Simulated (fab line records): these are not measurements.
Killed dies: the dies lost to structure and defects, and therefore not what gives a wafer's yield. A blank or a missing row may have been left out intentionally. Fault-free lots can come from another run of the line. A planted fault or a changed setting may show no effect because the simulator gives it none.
Chamber matching | flow gf180mcu | cmp-02 running GF_CONTACT_CMP_27: 4 sister chambers
The step polishes, stops on SiO2, t overpolish 15 s, target thk 0 nm. 8 wafers are shown with their chamber, then 12 later ones without.

WAFERS, EACH WITH ITS CHAMBER
wafer  | chamber | motor-current-A (A) | time-to-endpoint-s (s)
L089.1 | 1       | 10.7                | 76
L089.6 | 0       | 11.9                | 68
L090.2 | 2       | 13.3                | 71
L090.3 | 3       | 12.3                | 76
L090.5 | 2       | 12.5                | 72
L091.1 | 0       | 11.7                | 72
L091.2 | 1       | 11.1                | 81
L091.6 | 3       | 12.5                | 75

WAFERS MISSING THEIR CHAMBER
wafer  | motor-current-A (A) | time-to-endpoint-s (s)
L093.1 | 12.4                | 69
L093.5 | 11.9                | 72
L093.6 | 12.1                | 73
L092.1 | 11.9                | 73
L092.3 | 12.1                | 72
L092.4 | 11.2                | 71
L094.3 | 11.3                | 72
L094.4 | 11.3                | 73
L094.6 | 12.9                | 75
L096.1 | 11.2                | 75
L096.3 | 12.8                | 72
L096.5 | 11.4                | 72

THE CHAMBER EACH PASSED THROUGH
wafer  | from the rows above          | in truth
L093.1 | can't be placed: 2 or 0 or 3 | 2
L093.5 | can't be placed: 0 or 3      | 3
L093.6 | can't be placed: 3 or 0 or 2 | 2
L092.1 | can't be placed: 0 or 3 or 2 | 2
L092.3 | can't be placed: 0 or 3 or 2 | 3
L092.4 | can't be placed: 0 or 1      | 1
L094.3 | can't be placed: 0 or 1 or 3 | 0
L094.4 | can't be placed: 0 or 1 or 3 | 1
L094.6 | can't be placed: 2 or 3      | 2
L096.1 | can't be placed: 1 or 0 or 3 | 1
L096.3 | can't be placed: 2 or 3      | 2
L096.5 | can't be placed: 0 or 1 or 3 | 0
Correctly placed: 0 of 12. From these rows, 12 cannot be placed; in 12 the true chamber is one of the candidates. Wrongly placed: 0.
How it was worked out, from the rows above alone: a wafer's distance from a chamber is the root of the sum, over the readings, of the square of ((its reading less the chamber's mean) divided by the reading's scatter). If the next closest chamber is less than 2 further off than the closest, the wafer can't be placed; otherwise it belongs to the closest. Each chamber's mean is taken over the wafers shown for it. The scatter: the root of (the sum of the squares of (reading less its chamber's mean) over the shown wafers, divided by (wafers less chambers)).
